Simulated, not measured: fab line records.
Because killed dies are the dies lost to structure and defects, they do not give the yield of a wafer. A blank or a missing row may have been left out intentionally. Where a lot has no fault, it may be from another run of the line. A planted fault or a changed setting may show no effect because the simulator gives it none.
What tool caused it?	flow sky130	12 lots, 36 wafers sampled, at 2 steps of a route of 708

== WHAT EACH GAUGE READ, for each wafer ==
SKY_METAL1_THK_MEAS_06: measures by xrf. Usual: METAL1_ALCU_THK 251.7 nm, standard deviation 2.8.
lot	measured	on	METAL1_ALCU_THK (nm)	flag
L663	day 31 06:42	film metro-04	250.5 254.7 253.0	
L665	day 32 03:05	film metro-02	252.5 251.1 250.8	
L666	day 32 06:37	film metro-03	251.7 250.9 253.3	
L667	day 32 18:24	film metro-04	258.0 252.8 257.1	
L668	day 33 14:16	film metro-02	254.6 255.4 253.7	
L670	day 34 01:34	film metro-04	251.2 251.1 250.1	
L672	day 34 19:58	film metro-03	252.8 247.7 256.2	
L675	day 36 07:53	film metro-03	251.1 249.7 251.9	
L679	day 36 20:24	film metro-04	250.5 251.6 248.5	
L678	day 36 21:33	film metro-03	249.2 246.9 248.2	
L685	day 38 09:18	film metro-02	249.4 247.9 250.6	
L686	day 38 20:24	film metro-04	256.4 251.7 252.1	

== WHAT TOOL EACH LOT RAN ON (gives the tool, then ch and the chambers of the sampled wafers, and finally the start) ==
lot	SKY_CONTACT_ETCH_18
L663	rie diel-03 ch 0,1,2, day 31 06:42 or earlier
L665	rie diel-03 ch 0,1,3, day 32 03:05 or earlier
L666	rie diel-02 ch 0,1, day 32 06:37 or earlier
L667	rie diel-04 ch 0,2,3, day 32 18:24 or earlier
L668	rie diel-02 ch 0,1,2, day 33 14:16 or earlier
L670	rie diel-02 ch 0,2, day 34 01:34 or earlier
L672	rie diel-04 ch 1,3, day 34 19:58 or earlier
L675	rie diel-04 ch 1,2, day 36 07:53 or earlier
L679	rie diel-02 ch 0,3, day 36 20:24 or earlier
L678	rie diel-03 ch 1,2, day 36 21:33 or earlier
L685	rie diel-02 ch 0,2,3, day 38 09:18 or earlier
L686	rie diel-03 ch 0,3, day 38 20:24 or earlier
- SKY_CONTACT_ETCH_18: etches Si3N4 in CHF3/O2, stops on TiN, time 39 s, target depth 75 nm.

== WHAT THE TOOLS THEMSELVES READ (means of the sampled wafers that have a number; where no wafer has one, the mark that the record gives instead) ==
SKY_CONTACT_ETCH_18. Usual: drypump motor current A 5.7 A, standard deviation 0.39; oes product au 0.853 a.u., standard deviation 0.0075; throttle valve pct 8.792 %, standard deviation 0.0089.
lot	tool	drypump motor current A (A)	oes product au (a.u.)	throttle valve pct (%)	flag
L663	rie diel-03	5.8	0.850	8.798	
L665	rie diel-03	5.9	0.847	8.781	
L666	rie diel-02	5.6	0.851	8.799	
L667	rie diel-04	5.7	0.856	8.796	
L668	rie diel-02	5.7	0.855	8.791	
L670	rie diel-02	5.7	0.846	8.791	
L672	rie diel-04	5.4	0.853	8.788	
L675	rie diel-04	5.9	0.859	8.798	
L679	rie diel-02	5.2	0.851	8.798	
L678	rie diel-03	5.9	0.849	8.783	
L685	rie diel-02	5.5	0.844	8.794	
L686	rie diel-03	5.8	0.854	8.796	

== THE ANSWER, worked out from the rows above alone ==
Rule: take the mean of a lot's wafers that have a number; if it is more than 3 standard deviations from the usual mean, the lot is off. A lot without any number at a reading at which 4 lots or more have one is off too. Where the step has rows for the other lots, those lots are counted as sound. After the gauges, taken in route order, come the tools' own readings; for these a lot's mean is taken, as printed above. The first step at which some lot is off is used, and at that step the reading that is off furthest; a lot without a number counts as furthest.
Nothing can be told from this: no lot is off at any reading shown.

== WHAT THE SIMULATOR HAD INSERTED ==
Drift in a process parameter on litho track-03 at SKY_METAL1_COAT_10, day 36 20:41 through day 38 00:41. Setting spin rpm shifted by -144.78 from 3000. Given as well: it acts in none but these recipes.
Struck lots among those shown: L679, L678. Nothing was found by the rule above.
